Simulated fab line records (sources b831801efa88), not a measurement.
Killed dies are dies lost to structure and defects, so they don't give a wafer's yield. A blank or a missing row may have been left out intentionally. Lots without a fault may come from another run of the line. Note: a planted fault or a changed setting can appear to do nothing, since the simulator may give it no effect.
Which tool did it? -- flow gf180mcu -- 12 lots, 36 wafers sampled, at 4 steps of a route of 602

== WHAT THE GAUGES READ, wafer by wafer ==
GF_STI_THK_MEAS_30. Usual: STI_OXIDATION_02_THK 10.10 nm, standard deviation 0.19.
lot,measured,on,STI_OXIDATION_02_THK (nm),flag
L354,day 2 05:58,film_metro-02,10.10 10.17 10.13,
L355,day 2 11:53,film_metro-02,10.19 10.27 10.41,
L356,day 2 18:55,film_metro-02,10.03 10.17 10.06,
L357,day 2 23:22,film_metro-03,10.40 10.32 10.24,
L367,day 5 00:16,film_metro-04,14.69 14.73 14.66,OFF
L370,day 5 16:19,film_metro-04,14.43 14.53 14.42,OFF
L371,day 5 21:36,film_metro-04,10.15 10.05 10.08,
L372,day 6 03:35,film_metro-03,9.94 9.81 9.81,
L373,day 6 08:33,film_metro-04,10.00 10.03 9.75,
L375,day 6 18:22,film_metro-04,10.11 10.04 10.14,
L376,day 7 00:25,film_metro-02,10.12 10.05 9.89,
L377,day 7 04:22,film_metro-04,10.04 9.94 10.06,

GF_VT_IMPLANT_TW_MEAS_21. Usual: VT_IMPLANT_2_TW 1219, standard deviation 8.4.
lot,measured,on,VT_IMPLANT_2_TW,flag
L354,day 6 05:16,film_metro-04,1223 1220 1220,
L355,day 6 11:29,film_metro-04,1205 1207 1215,
L356,day 6 20:53,film_metro-01,1211 1210 1203,
L357,day 7 01:05,film_metro-01,1215 1209 1207,
L367,day 9 17:13,film_metro-04,1211 1216 1212,
L370,day 10 12:20,film_metro-01,1220 1218 1217,
L371,day 10 18:24,film_metro-01,1216 1211 1212,
L372,day 10 23:44,film_metro-04,1217 1213 1217,
L373,day 11 06:30,film_metro-03,1232 1228 1219,
L375,day 11 19:25,film_metro-04,1217 1218 1221,
L376,day 12 05:27,film_metro-04,1229 1225 1227,
L377,day 12 06:26,film_metro-04,1221 1217 1219,

== WHICH TOOL RAN EACH LOT (tool, then ch and the chambers of the sampled wafers, then the start) ==
lot,GF_STI_OXIDATION_29,GF_VT_IMPLANT_STRIP_09
L354,"furnace-01 ch 0, day 2 04:32","plasma_asher-02 ch 0,1, day 5 14:10"
L355,"furnace-02 ch 0, day 2 10:30","plasma_asher-02 ch 0,1, day 5 20:35"
L356,"furnace-01 ch 0, day 2 17:31","plasma_asher-04 ch 0,1, day 6 05:39"
L357,"furnace-02 ch 0, day 2 21:58","plasma_asher-01 ch 0,1, day 6 09:30"
L367,"furnace-02 ch 0, day 4 22:51","plasma_asher-04 ch 0,1, day 8 23:41"
L370,"furnace-02 ch 0, day 5 14:56","plasma_asher-04 ch 0,1, day 9 18:44"
L371,"furnace-01 ch 0, day 5 20:12","plasma_asher-02 ch 0, day 10 00:05"
L372,"furnace-01 ch 0, day 6 02:11","plasma_asher-04 ch 0,1, day 10 06:17"
L373,"furnace-01 ch 0, day 6 07:08","plasma_asher-04 ch 0,1, day 10 12:59"
L375,"furnace-01 ch 0, day 6 16:58","plasma_asher-02 ch 0, day 10 23:56"
L376,"furnace-01 ch 0, day 6 23:01","plasma_asher-02 ch 0,1, day 11 09:26"
L377,"furnace-01 ch 0, day 7 02:58","plasma_asher-02 ch 0,1, day 11 11:14"
- GF_STI_OXIDATION_29: stabilise 600 s, purge 300 s, target thk 10 nm.
- GF_VT_IMPLANT_STRIP_09: strips in O2/N2.

== AS READ BY THE TOOLS THEMSELVES (means over the sampled wafers that have a number; for cases with no such wafer, the mark the record gives instead) ==
GF_STI_OXIDATION_29. Usual: spike_tc_bottom_C is 916.4 C with standard deviation 1, spike_tc_centre_C is 900.8 C with standard deviation 1.1, spike_tc_lower_C is 901.6 C with standard deviation 1.6, spike_tc_top_C is 910.1 C with standard deviation 1.1, spike_tc_upper_C is 901.7 C with standard deviation 1.2, zone_power_bottom_pct is 26.1 % with standard deviation 1, and zone_power_upper_pct is 16.83 % with standard deviation 0.17.
lot,tool,spike_tc_bottom_C (C),spike_tc_centre_C (C),spike_tc_lower_C (C),spike_tc_top_C (C),spike_tc_upper_C (C),zone_power_bottom_pct (%),zone_power_upper_pct (%),flag
L354,furnace-01,916.0,900.1,900.9,909.9,900.8,25.5,17.06,
L355,furnace-02,916.3,900.7,903.2,909.9,903.0,27.4,16.88,
L356,furnace-01,916.1,901.4,899.8,910.4,900.5,25.2,16.65,
L357,furnace-02,918.2,901.1,903.2,909.1,902.7,27.3,16.85,
L367,furnace-02,953.2,936.2,939.8,944.8,938.1,30.1,18.42,OFF
L370,furnace-02,953.3,937.2,939.4,945.0,939.2,30.1,18.46,OFF
L371,furnace-01,915.8,902.3,901.1,911.9,901.0,25.2,16.89,
L372,furnace-01,916.2,901.3,901.5,909.8,901.2,25.4,16.69,
L373,furnace-01,916.2,901.1,901.4,911.6,901.7,25.8,16.83,
L375,furnace-01,916.3,901.2,899.8,909.9,900.1,25.3,16.66,
L376,furnace-01,916.5,900.3,901.2,909.9,901.6,25.6,16.83,
L377,furnace-01,916.6,901.4,901.8,909.9,900.9,25.2,16.73,

GF_VT_IMPLANT_STRIP_09. Usual: drypump_motor_current_A 5.69 A, standard deviation 0.27; heater_power_w 323 W, standard deviation 25; oes_product_au 0.715 a.u., standard deviation 0.0052; strip_time_to_endpoint_s 12.64 s, standard deviation 0.04.
lot,tool,drypump_motor_current_A (A),heater_power_w (W),oes_product_au (a.u.),strip_time_to_endpoint_s (s),flag
L354,plasma_asher-02,5.92,314,0.713,12.65,
L355,plasma_asher-02,5.77,314,0.720,12.60,
L356,plasma_asher-04,5.37,352,0.718,12.58,
L357,plasma_asher-01,5.83,317,0.716,12.57,
L367,plasma_asher-04,5.38,353,0.716,12.66,
L370,plasma_asher-04,5.37,354,0.716,12.63,
L371,plasma_asher-02,5.62,323,0.717,12.68,
L372,plasma_asher-04,5.38,351,0.713,12.67,
L373,plasma_asher-04,5.37,350,0.712,12.64,
L375,plasma_asher-02,5.59,319,0.715,12.70,
L376,plasma_asher-02,5.76,318,0.716,12.67,
L377,plasma_asher-02,5.78,317,0.712,12.62,

== THE ANSWER, worked out from the rows above alone ==
Rule: lot off if the mean of its wafers having a number is beyond 3 standard deviations from the usual mean. A lot without any number at a reading at which 4 lots or more have one is off too. Any other lot the step has rows for is counted as sound. First the gauges in route order, then the tools' own readings, where a lot's mean is used as printed above. At the first step where some lot is off, the reading lying furthest off is the one used; lots without a number count as furthest.
Off: L367, L370, seen at GF_STI_THK_MEAS_30 (STI_OXIDATION_02_THK).
If a tool, at a process step before that reading, ran all the lots that are off and no sound lot after the first of them, it fits. The gauges at GF_STI_THK_MEAS_30 aren't tried: what is off there is off at GF_STI_OXIDATION_29 too, on other tools, and a gauge's error can't cause that. One fits: GF_STI_OXIDATION_29 on furnace-02. Its last sound lot is L357 (day 2 21:58), its first lot that is off L367 (day 4 22:51): a fault that began between those two fits.
The tool's own readings at GF_STI_OXIDATION_29 bear it out: on the lots that are off they differ by more than 5 times the standard deviation of the sound lots' means. spike_tc_bottom_C reads 953.2 C there against 916.4 C on the sound lots; spike_tc_centre_C reads 936.7 C there against 901.1 C on the sound lots; spike_tc_lower_C reads 939.6 C there against 901.4 C on the sound lots; spike_tc_top_C reads 944.9 C there against 910.2 C on the sound lots; spike_tc_upper_C reads 938.7 C there against 901.4 C on the sound lots; zone_power_bottom_pct reads 30.1 % there against 25.8 % on the sound lots; zone_power_upper_pct reads 18.44 % there against 16.81 % on the sound lots.

== WHAT WAS PUT IN BY THE SIMULATOR ==
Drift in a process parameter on furnace-02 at GF_STI_OXIDATION_29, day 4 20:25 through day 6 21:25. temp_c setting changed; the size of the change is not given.
Lots struck among those shown: L367, L370. The same result came from the rule above.
